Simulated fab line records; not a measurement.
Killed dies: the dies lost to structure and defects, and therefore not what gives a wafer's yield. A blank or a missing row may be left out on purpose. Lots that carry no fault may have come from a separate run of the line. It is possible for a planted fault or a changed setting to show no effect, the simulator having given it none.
Split-lot trial + flow sky130 + 23 wafers read across 5 lots, on a route 708 steps long

## ON THE SPLIT
At SKY_VT_ADJUST_HVTP_EXPOSE_04 (exposes mask HVTPM, target cd 380 nm), the setting doseMj was moved away from the recipe's 140 on 9 of the 23 wafers read, by +3.4% to +7.4%. This setting was run at the recipe's value on the other wafers.

## FROM THE SPLIT TO THE READING: what the file shows between them, 2 steps
- SKY_VT_ADJUST_HVTP_PEB_05
- SKY_VT_ADJUST_HVTP_DEVELOP_06: develop time 60 s

## THE READING
Shown in nm: cdNm at SKY_VT_ADJUST_HVTP_CD_MEAS_07, with target cd 380 nm. A value of 379.4 nm with a standard deviation of 2.2 nm is what fault-free wafers of this fab line usually give.

| wafer  | tool, chamber at the split | doseMj as run | against the recipe | cdNm, nm | against lot-mates on the recipe |
|--------|----------------------------|---------------|--------------------|----------|---------------------------------|
| L074.1 | ilineStepper-01, 0         | 146.2         | +4.4%              | 389.4    | +9.9                            |
| L074.2 | ilineStepper-01, 0         | 140           | recipe             | 378.9    | -                               |
| L074.4 | ilineStepper-01, 0         | 140           | recipe             | 379.5    | -                               |
| L074.5 | ilineStepper-01, 0         | 146.2         | +4.4%              | 391.1    | +11.6                           |
| L074.6 | ilineStepper-01, 0         | 140           | recipe             | 380.1    | -                               |
| L078.1 | ilineStepper-01, 0         | 149.6         | +6.9%              | 394.8    | +16.7                           |
| L078.2 | ilineStepper-01, 0         | 140           | recipe             | 378.0    | -                               |
| L078.3 | ilineStepper-01, 0         | 149.6         | +6.9%              | 399.4    | +21.3                           |
| L078.5 | ilineStepper-01, 0         | 149.6         | +6.9%              | 394.8    | +16.7                           |
| L078.6 | ilineStepper-01, 0         | 140           | recipe             | 378.2    | -                               |
| L080.1 | ilineStepper-02, 0         | 140           | recipe             | 381.3    | -                               |
| L080.3 | ilineStepper-02, 0         | 140           | recipe             | 380.6    | -                               |
| L080.6 | ilineStepper-02, 0         | 140           | recipe             | 378.9    | -                               |
| L082.1 | ilineStepper-02, 0         | 140           | recipe             | 380.1    | -                               |
| L082.3 | ilineStepper-02, 0         | 140           | recipe             | 381.8    | -                               |
| L082.4 | ilineStepper-02, 0         | 140           | recipe             | 380.1    | -                               |
| L082.5 | ilineStepper-02, 0         | 144.8         | +3.4%              | 390.0    | +9.3                            |
| L082.6 | ilineStepper-02, 0         | 144.8         | +3.4%              | 391.5    | +10.8                           |
| L085.1 | ilineStepper-01, 0         | 140           | recipe             | 383.2    | -                               |
| L085.2 | ilineStepper-01, 0         | 140           | recipe             | 380.8    | -                               |
| L085.4 | ilineStepper-01, 0         | 150.3         | +7.4%              | 403.2    | +21.2                           |
| L085.5 | ilineStepper-01, 0         | 150.3         | +7.4%              | 404.2    | +22.2                           |
| L085.6 | ilineStepper-01, 0         | 140           | recipe             | 382.0    | -                               |

THE FIT
A straight line over all 23 wafers: cdNm changes by +2.69 nm for each +1% of doseMj; r = +0.97; the points scatter about the line by 2.2 nm.
The same after taking each lot's own level away (the mean of its wafers on the recipe; 23 wafers): +2.76 nm for each +1%; r = +0.99; scatter 1.3 nm.
That fit puts the effect of the largest move of doseMj on the reading at 20 nm.
The lots' own levels span 378.10 to 382.00 nm, that is 1.8 times the standard deviation above.
The two slopes are in agreement: the lot-to-lot level therefore moves the slope only a little.
Check: +20.1 nm against its lot-mates is what the line predicts for one of the wafers moved furthest among these (+7.4%) when that wafer is left out of the fit. It came out at +21.2 nm against them.

## ADDITIONAL SPLITS CARRIED BY THESE WAFERS
Note: prior to the reading, these wafers also went through further splits. Each is held against what the fit with the lots' levels taken away leaves over:
| other split on the same wafers     | wafers away from the commonest value | r with cdNm (lot level and that fit taken away) |
|------------------------------------|--------------------------------------|-------------------------------------------------|
| SKY_FIELD_ISO_OXIDATION_01 tempC   | 15                                   | +0.03                                           |
| SKY_FIELD_ISO_EXPOSE_10 doseMj     | 11                                   | -0.06                                           |
| SKY_FIELD_ISO_ETCH_17 icpW         | 8                                    | +0.14                                           |
| SKY_FIELD_ISO_OXIDATION_22 oxTimeS | 10                                   | -0.04                                           |
| SKY_NWELL_OXIDATION_01 tempC       | 10                                   | -0.31                                           |
| SKY_PWDE_IMPLANT_08 energyKev      | 9                                    | +0.18                                           |
| SKY_NWELL_IMPLANT_11 energyKev     | 8                                    | +0.29                                           |
| SKY_NWELL_IMPLANT_24 doseCm2       | 11                                   | +0.55                                           |

## THE WHOLE CHAIN: every reading that the file lists as answering this split, in the file's order
| step                          | what it does      | reading                                                              | change (the file's fit)              | r (the file's) |
|-------------------------------|-------------------|----------------------------------------------------------------------|--------------------------------------|----------------|
| SKY_VT_ADJUST_HVTP_DEVELOP_06 | develop time 60 s | VT_ADJUST_HVTP.cdNm (the simulator's own value, which no gauge read) | +2.75 nm for each +1% of the setting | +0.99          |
| SKY_VT_ADJUST_HVTP_CD_MEAS_07 | target cd 380 nm  | cdNm                                                                 | +2.77 nm for each +1% of the setting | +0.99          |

## FILE'S OWN FIT
cdNm changes by +2.77 nm for each +1% of doseMj, r = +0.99.
